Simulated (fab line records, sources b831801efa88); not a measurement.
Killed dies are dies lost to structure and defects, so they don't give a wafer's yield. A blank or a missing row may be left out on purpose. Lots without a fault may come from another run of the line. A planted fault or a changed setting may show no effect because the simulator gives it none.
Which tool did it? | flow sky130 | 13 lots, 39 wafers sampled, at 4 steps of a route of 708

WHAT THE GAUGES READ, wafer by wafer
SKY_PASSIVATION_THK_MEAS_01. Usual: PASSIVATION_CVD_00_THK 89.7 nm, standard deviation 1.4.
lot  | measured     | on            | PASSIVATION_CVD_00_THK (nm) | flag
L779 | day 44 06:39 | film_metro-03 | 89.9 89.8 91.3              |
L780 | day 44 08:53 | film_metro-01 | 91.3 92.2 93.7              |
L782 | day 45 06:11 | film_metro-01 | 89.0 89.8 90.1              |
L783 | day 45 05:11 | film_metro-01 | 89.3 91.5 90.3              |
L784 | day 45 13:38 | film_metro-01 | 87.5 88.2 89.5              |
L786 | day 45 20:19 | film_metro-01 | 91.2 91.1 93.0              |
L788 | day 46 07:13 | film_metro-01 | 90.4 87.8 88.5              |
L794 | day 47 06:16 | film_metro-02 | 88.2 90.4 89.7              |
L797 | day 48 13:47 | film_metro-03 | 89.6 89.7 90.5              |
L798 | day 48 16:45 | film_metro-02 | 89.3 89.9 91.5              |
L799 | day 48 17:16 | film_metro-03 | 89.2 90.0 90.1              |
L800 | day 49 03:23 | film_metro-01 | 89.0 91.5 90.3              |
L802 | day 49 05:35 | film_metro-03 | 87.2 89.4 88.2              |

WHICH TOOL RAN EACH LOT (tool, then ch and the chambers of the sampled wafers, then the start)
lot  | SKY_NWELL_STRIP_25                   | SKY_METAL5_SPUTTER_04        | SKY_PASSIVATION_CVD_00
L779 | plasma_asher-03 ch 0,1, day 5 09:13  | pvd_sputter-01, day 43 07:50 | pecvd-01 ch 0,1,2, day 44 06:37
L780 | plasma_asher-02 ch 0,1, day 5 15:13  | pvd_sputter-04, day 43 09:55 | pecvd-04 ch 0,1,2, day 44 08:52
L782 | plasma_asher-04 ch 1, day 6 09:50    | pvd_sputter-04, day 44 06:50 | pecvd-01 ch 0,1, day 45 06:10
L783 | plasma_asher-04 ch 0,1, day 6 14:22  | pvd_sputter-04, day 44 06:32 | pecvd-01 ch 0,1,2, day 45 05:10
L784 | plasma_asher-04 ch 0,1, day 6 22:29  | pvd_sputter-02, day 44 15:40 | pecvd-01 ch 0,1,2, day 45 13:37
L786 | plasma_asher-03 ch 0,1, day 7 08:52  | pvd_sputter-04, day 44 22:08 | pecvd-04 ch 0,1, day 45 20:17
L788 | plasma_asher-04 ch 0,1, day 7 12:19  | pvd_sputter-04, day 45 09:08 | pecvd-03 ch 0,1,2, day 46 07:10
L794 | plasma_asher-03 ch 0,1, day 8 23:47  | pvd_sputter-02, day 46 10:32 | pecvd-03 ch 1,2, day 47 06:14
L797 | plasma_asher-03 ch 0,1, day 10 02:26 | pvd_sputter-02, day 47 18:33 | pecvd-04 ch 0,2, day 48 13:46
L798 | plasma_asher-04 ch 0,1, day 10 06:03 | pvd_sputter-02, day 47 21:26 | pecvd-03 ch 1,2, day 48 16:43
L799 | plasma_asher-04 ch 0,1, day 10 11:17 | pvd_sputter-01, day 47 21:44 | pecvd-01 ch 0,1, day 48 17:14
L800 | plasma_asher-02 ch 0,1, day 10 20:49 | pvd_sputter-04, day 48 09:04 | pecvd-01 ch 1,2, day 49 03:22
L802 | plasma_asher-04 ch 0,1, day 11 05:26 | pvd_sputter-02, day 48 11:36 | pecvd-03 ch 0,1,2, day 49 05:34
- SKY_NWELL_STRIP_25: strips in O2/N2.
- SKY_METAL5_SPUTTER_04: material TiN, target thk 70 nm, time 58.3 s.
- SKY_PASSIVATION_CVD_00: deposits SiO2, target thk 90 nm.

WHAT THE TOOLS THEMSELVES READ (means of the sampled wafers that have a number; where no wafer has one, the mark that the record gives instead)
SKY_NWELL_STRIP_25. Usual: drypump_motor_current_A 5.8 A, standard deviation 0.56; oes_product_au 0.723 a.u., standard deviation 0.004; strip_time_to_endpoint_s 36.91 s, standard deviation 0.099.
lot  | tool            | drypump_motor_current_A (A) | oes_product_au (a.u.) | strip_time_to_endpoint_s (s) | flag
L779 | plasma_asher-03 | 5.5                         | 0.720                 | 36.76                        |
L780 | plasma_asher-02 | 5.4                         | 0.725                 | 36.94                        |
L782 | plasma_asher-04 | 6.5                         | 0.723                 | 36.89                        |
L783 | plasma_asher-04 | 6.2                         | 0.721                 | 36.97                        |
L784 | plasma_asher-04 | 6.3                         | 0.723                 | 36.75                        |
L786 | plasma_asher-03 | 5.1                         | 0.718                 | 36.88                        |
L788 | plasma_asher-04 | 6.2                         | 0.721                 | 36.94                        |
L794 | plasma_asher-03 | 5.1                         | 0.721                 | 36.97                        |
L797 | plasma_asher-03 | 5.5                         | 0.720                 | 36.79                        |
L798 | plasma_asher-04 | 6.2                         | 0.722                 | 36.84                        |
L799 | plasma_asher-04 | 6.2                         | 0.725                 | 36.88                        |
L800 | plasma_asher-02 | 5.5                         | 0.726                 | 37.04                        |
L802 | plasma_asher-04 | 6.3                         | 0.721                 | 37.08                        |

SKY_METAL5_SPUTTER_04. Usual: chamber_pressure_pa 0.4000 Pa, standard deviation 0.00081; throttle_valve_pct 30.2 %, standard deviation 0.87.
lot  | tool           | chamber_pressure_pa (Pa) | throttle_valve_pct (%) | flag
L779 | pvd_sputter-01 | 0.4003                   | 30.4                   |
L780 | pvd_sputter-04 | 0.3992                   | 29.8                   |
L782 | pvd_sputter-04 | 0.3996                   | 30.5                   |
L783 | pvd_sputter-04 | 0.4001                   | 30.7                   |
L784 | pvd_sputter-02 | 0.3992                   | 30.1                   |
L786 | pvd_sputter-04 | 0.3998                   | 29.1                   |
L788 | pvd_sputter-04 | 0.4003                   | 28.7                   |
L794 | pvd_sputter-02 | 0.3998                   | 29.7                   |
L797 | pvd_sputter-02 | 0.3998                   | 29.9                   |
L798 | pvd_sputter-02 | 0.4009                   | 29.5                   |
L799 | pvd_sputter-01 | 0.3998                   | 30.5                   |
L800 | pvd_sputter-04 | 0.4006                   | 29.5                   |
L802 | pvd_sputter-02 | 0.4003                   | 30.1                   |

SKY_PASSIVATION_CVD_00. Usual: heater_power_w 619 W, standard deviation 82.
lot  | tool     | heater_power_w (W) | flag
L779 | pecvd-01 | 588                |
L780 | pecvd-04 | 636                |
L782 | pecvd-01 | 525                |
L783 | pecvd-01 | 586                |
L784 | pecvd-01 | 613                |
L786 | pecvd-04 | 605                |
L788 | pecvd-03 | 699                |
L794 | pecvd-03 | 746                |
L797 | pecvd-04 | 617                |
L798 | pecvd-03 | 655                |
L799 | pecvd-01 | 529                |
L800 | pecvd-01 | 619                |
L802 | pecvd-03 | 634                |

THE ANSWER, worked out from the rows above alone
Rule: a lot is off if the mean of its wafers that have a number lies more than 3 standard deviations from the usual mean. A lot without any number at a reading at which 4 lots or more have one is off too. The other lots that the step has rows for count as sound. The gauges are gone through in route order, then the tools' own readings, and for those a lot's mean is taken as printed above. The first step at which some lot is off is used, and at that step the reading that is off furthest; a lot without a number counts as furthest.
No lot is off at any reading shown: from this, nothing can be told.

WHAT THE SIMULATOR HAD PUT IN
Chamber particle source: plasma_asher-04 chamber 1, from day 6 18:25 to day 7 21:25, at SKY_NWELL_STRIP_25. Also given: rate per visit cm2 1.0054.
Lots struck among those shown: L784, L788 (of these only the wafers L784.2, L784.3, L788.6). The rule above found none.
